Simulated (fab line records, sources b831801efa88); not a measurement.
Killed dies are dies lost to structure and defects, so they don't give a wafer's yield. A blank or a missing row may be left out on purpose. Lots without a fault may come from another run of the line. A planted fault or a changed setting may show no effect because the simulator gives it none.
Which tool did it? | flow sky130 | 15 lots, 45 wafers sampled, at 4 steps of a route of 708

WHAT THE GAUGES READ, wafer by wafer
SKY_NWELL_THK_MEAS_02. Usual: NWELL_OXIDATION_THK 10.00 nm, standard deviation 0.17.
lot  | measured    | on            | NWELL_OXIDATION_THK (nm) | flag
L491 | day 2 15:13 | film_metro-03 | 10.03 10.11 9.98         |
L492 | day 2 21:13 | film_metro-02 | 10.12 10.13 10.15        |
L493 | day 3 04:04 | film_metro-01 | 9.89 9.89 10.04          |
L495 | day 3 19:04 | film_metro-01 | 9.93 9.99 9.96           |
L496 | day 3 23:17 | film_metro-02 | 9.69 9.74 9.83           |
L497 | day 4 03:21 | film_metro-01 | 10.11 10.01 9.99         |
L503 | day 5 02:22 | film_metro-01 | 9.92 9.92 9.87           |
L505 | day 5 11:54 | film_metro-01 | 9.98 9.94 9.94           |
L508 | day 6 03:28 | film_metro-03 | 10.24 10.21 10.08        |
L509 | day 6 11:35 | film_metro-03 | 9.83 9.82 9.95           |
L510 | day 6 18:05 | film_metro-02 | 9.80 9.91 9.73           |
L511 | day 7 00:43 | film_metro-02 | 10.08 10.12 10.14        |
L512 | day 7 05:01 | film_metro-01 | 9.72 9.96 9.84           |
L513 | day 7 09:05 | film_metro-02 | 9.85 10.01 10.10         |
L514 | day 7 12:53 | film_metro-02 | 10.52 10.46 10.44        |

SKY_VT_ADJUST_HVTP_CD_MEAS_07: target cd 380 nm. Usual: cd_nm 378.6 nm, standard deviation 2.7.
lot  | measured     | on        | cd_nm (nm)        | flag
L491 | day 6 01:13  | cd_sem-02 | 379.2 379.4 379.4 |
L492 | day 6 09:44  | cd_sem-01 | 378.3 374.5 377.2 |
L493 | day 6 18:04  | cd_sem-02 | 382.8 385.3 379.9 |
L495 | day 7 11:24  | cd_sem-01 | 378.6 380.6 381.0 |
L496 | day 7 18:29  | cd_sem-01 | 377.9 378.2 378.5 |
L497 | day 7 21:35  | cd_sem-01 | 373.8 373.7 373.6 |
L503 | day 9 00:24  | cd_sem-02 | 383.1 380.3 381.3 |
L505 | day 9 11:05  | cd_sem-01 | 380.0 380.4 380.3 |
L508 | day 10 05:23 | cd_sem-02 | 376.9 379.2 373.7 |
L509 | day 10 16:35 | cd_sem-02 | 377.1 373.8 373.8 |
L510 | day 11 00:43 | cd_sem-02 | 378.9 378.9 379.1 |
L511 | day 11 07:20 | cd_sem-01 | 376.9 378.7 376.9 |
L512 | day 11 15:05 | cd_sem-01 | 380.8 380.6 382.5 |
L513 | day 11 17:29 | cd_sem-02 | 376.5 378.0 378.2 |
L514 | day 12 00:25 | cd_sem-01 | 382.4 382.5 380.7 |

SKY_VT_ADJUST_NCORE_TW_MEAS_11. Usual: VT_ADJUST_NCORE_TW 219.9, standard deviation 1.4.
lot  | measured     | on            | VT_ADJUST_NCORE_TW | flag
L491 | day 8 07:26  | film_metro-04 | 221.1 220.5 221.0  |
L492 | day 8 18:46  | film_metro-02 | 221.3 221.3 220.5  |
L493 | day 9 04:53  | film_metro-02 | 220.5 221.3 221.2  |
L495 | day 10 00:43 | film_metro-04 | 121.5 118.9 120.4  | OFF
L496 | day 10 09:37 | film_metro-04 | 118.6 117.7 117.9  | OFF
L497 | day 10 13:53 | film_metro-04 | 120.4 119.4 118.8  | OFF
L503 | day 11 19:56 | film_metro-01 | 217.2 218.9 217.4  |
L505 | day 12 08:50 | film_metro-01 | 219.3 218.9 218.3  |
L508 | day 13 05:02 | film_metro-02 | 222.7 222.5 222.0  |
L509 | day 13 17:43 | film_metro-02 | 221.6 222.5 222.2  |
L510 | day 14 00:17 | film_metro-02 | 219.4 218.9 219.3  |
L511 | day 14 09:23 | film_metro-01 | 219.4 218.1 219.6  |
L512 | day 14 18:26 | film_metro-01 | 220.4 219.7 220.7  |
L513 | day 14 20:26 | film_metro-04 | 221.5 220.7 219.3  |
L514 | day 15 03:24 | film_metro-04 | 219.7 221.0 222.4  |

WHICH TOOL RAN EACH LOT (tool, then ch and the chambers of the sampled wafers, then the start)
lot  | SKY_VT_ADJUST_NCORE_IMPLANT_09
L491 | implanter-03 ch 0, day 8 07:12
L492 | implanter-02 ch 0, day 8 18:31
L493 | implanter-04 ch 0, day 9 04:38
L495 | implanter-04 ch 0, day 10 00:29
L496 | implanter-04 ch 0, day 10 09:22
L497 | implanter-04 ch 0, day 10 13:38
L503 | implanter-02 ch 0, day 11 19:42
L505 | implanter-03 ch 0, day 12 08:38
L508 | implanter-02 ch 0, day 13 04:47
L509 | implanter-04 ch 0, day 13 17:29
L510 | implanter-04 ch 0, day 14 00:03
L511 | implanter-04 ch 0, day 14 09:09
L512 | implanter-02 ch 0, day 14 18:12
L513 | implanter-04 ch 0, day 14 20:13
L514 | implanter-04 ch 0, day 15 03:09
- SKY_VT_ADJUST_NCORE_IMPLANT_09

WHAT THE TOOLS THEMSELVES READ (means of the sampled wafers that have a number; where no wafer has one, the mark that the record gives instead)
SKY_VT_ADJUST_NCORE_IMPLANT_09. Usual: dose_ions_cm2 2.3994e+12, standard deviation 2.9e+09; faraday_current_uA 13.55, standard deviation 0.26.
lot  | tool         | dose_ions_cm2 | faraday_current_uA | flag
L491 | implanter-03 | 2.3972e+12    | 13.65              |
L492 | implanter-02 | 2.4004e+12    | 13.60              |
L493 | implanter-04 | 2.4014e+12    | 13.78              |
L495 | implanter-04 | 2.4377e+11    | 1.33               | OFF
L496 | implanter-04 | 2.4073e+11    | 1.35               | OFF
L497 | implanter-04 | 2.3723e+11    | 1.31               | OFF
L503 | implanter-02 | 2.4001e+12    | 13.43              |
L505 | implanter-03 | 2.4013e+12    | 13.75              |
L508 | implanter-02 | 2.3972e+12    | 13.80              |
L509 | implanter-04 | 2.4018e+12    | 13.63              |
L510 | implanter-04 | 2.3957e+12    | 13.43              |
L511 | implanter-04 | 2.3990e+12    | 13.49              |
L512 | implanter-02 | 2.4005e+12    | 13.63              |
L513 | implanter-04 | 2.3994e+12    | 13.62              |
L514 | implanter-04 | 2.3955e+12    | 13.53              |

THE ANSWER, worked out from the rows above alone
Rule: a lot is off if the mean of its wafers that have a number lies more than 3 standard deviations from the usual mean. A lot without any number at a reading at which 4 lots or more have one is off too. The other lots that the step has rows for count as sound. The gauges are gone through in route order, then the tools' own readings, and for those a lot's mean is taken as printed above. The first step at which some lot is off is used, and at that step the reading that is off furthest; a lot without a number counts as furthest.
Off: L495, L496, L497, at SKY_VT_ADJUST_NCORE_TW_MEAS_11 (VT_ADJUST_NCORE_TW).
A tool fits if, at a process step before that reading, it ran every lot that is off, and no sound lot after the first of them. The gauges at SKY_VT_ADJUST_NCORE_TW_MEAS_11 aren't tried: what is off there is off at SKY_VT_ADJUST_NCORE_IMPLANT_09 too, on other tools, and a gauge's error can't cause that. None of those tried fits.

WHAT THE SIMULATOR HAD PUT IN
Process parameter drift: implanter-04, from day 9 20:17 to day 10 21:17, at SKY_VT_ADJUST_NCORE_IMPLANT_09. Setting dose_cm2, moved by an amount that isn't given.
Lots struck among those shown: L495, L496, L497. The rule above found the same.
